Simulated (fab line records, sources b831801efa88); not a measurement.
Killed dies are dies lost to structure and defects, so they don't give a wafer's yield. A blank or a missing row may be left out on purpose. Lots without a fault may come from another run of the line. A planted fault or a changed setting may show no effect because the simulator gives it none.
One fault seen from 2 desks | flow sky130 | each desk has only its own numbers; what lay behind them comes last

THE METROLOGY DESK
What the gauges read, lot by lot, whatever tool the lot ran on: means of the sampled wafers that have a number. A lot is out of limits, marked OUT, if its mean lies more than 4 standard deviations from the usual mean; the brackets give that distance.
Columns: A = SONOS_ONO_CVD_04_THK at SKY_SONOS_ONO_THK_MEAS_05, usual 5.80 nm; B = SD_N_RS at SKY_SD_N_RS_MEAS_16, usual 68.63 ohm/sq; C = cd_nm at SKY_LI_CONTACT_CD_MEAS_12, usual 169.8 nm; D = LOCAL_INTERCONNECT_OVL at SKY_LOCAL_INTERCONNECT_OVL_MEAS_12, usual -3 nm
lot  | first seen here | A    | B               | C     | D
L228 | day 12 02:33    | 5.73 | 68.57           | 169.2 | -11
L230 | day 12 23:58    | 5.87 | 68.72           | 170.9 | -5
L233 | day 13 13:56    | 5.68 | 68.73           | 170.1 | -10
L232 | day 13 15:41    | 5.68 | 68.47           | 169.7 | 2
L234 | day 14 09:02    | 5.67 | 68.61           | 171.7 | 3
L235 | day 14 11:16    | 5.85 | 68.50           | 169.8 | -4
L236 | day 15 00:54    | 5.82 | 68.63           | 168.9 | -4
L237 | day 15 03:12    | 5.85 | 68.60           | 169.8 | 5
L239 | day 16 05:44    | 5.92 | 68.66           | 166.5 | 0
L241 | day 16 14:30    | 5.96 | 68.67           | 171.0 | -12
L240 | day 16 14:31    | 6.01 | 68.61           | 168.7 | 3
L249 | day 18 16:11    | 5.73 | 70.10 (+15) OUT | 168.1 | -8
L248 | day 18 16:13    | 5.82 | 69.92 (+13) OUT | 170.5 | 1
This desk's finding: out of limits on L248, L249; first on L248, day 34 19:17 (SD_N_RS at SKY_SD_N_RS_MEAS_16). In limits: L228, L230, L233, L232, L234, L235, L236, L237, L239, L241, L240.

THE TOOL OWNER'S DESK: implanter-01
The tool's own readings at SKY_SD_N_IMPLANT_10: means of the sampled wafers that have a number, for each lot that ran on this tool. A lot is out of limits, marked OUT, if its mean lies more than 4 standard deviations from the usual mean; the brackets give that distance.
Columns: A = dose_ions_cm2 at SKY_SD_N_IMPLANT_10, usual 9.996e+13; B = end_station_pressure_torr at SKY_SD_N_IMPLANT_10, usual 5.36e-06 Torr; C = faraday_current_uA at SKY_SD_N_IMPLANT_10, usual 534
lot  | first seen here | A                           | B        | C
L228 | day 28 08:35    | 9.992e+13                   | 5.33e-06 | 503
L233 | day 30 04:01    | 9.993e+13                   | 5.17e-06 | 497
L237 | day 31 13:32    | 1.000e+14                   | 5.20e-06 | 492
L241 | day 33 01:19    | 9.994e+13                   | 5.20e-06 | 496
L248 | day 34 18:46    | 3.671e+13 (-99 or more) OUT | 5.08e-06 | 207 (-9.9) OUT
L249 | day 34 23:07    | 3.687e+13 (-99 or more) OUT | 5.27e-06 | 210 (-9.8) OUT
This desk's finding: out of limits on L248, L249; first on L248, day 34 18:46 (dose_ions_cm2 at SKY_SD_N_IMPLANT_10). In limits: L228, L233, L237, L241.

PUT TOGETHER
The tool owner's desk could have raised an alarm at day 34 18:46, on L248, L249.
The metrology desk could have raised an alarm at day 34 19:17, on L248, L249.
Of the lots named, all ran SKY_SD_N_IMPLANT_10 on implanter-01.

WHAT THE SIMULATOR HAD PUT IN
Process parameter drift: implanter-01, from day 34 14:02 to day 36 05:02, at SKY_SD_N_IMPLANT_10. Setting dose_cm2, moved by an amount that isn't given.
Lots struck among those shown: L248, L249.
Hours from the fault's start to each desk's first reading out of limits: the tool owner's desk, 5; the metrology desk, 5.
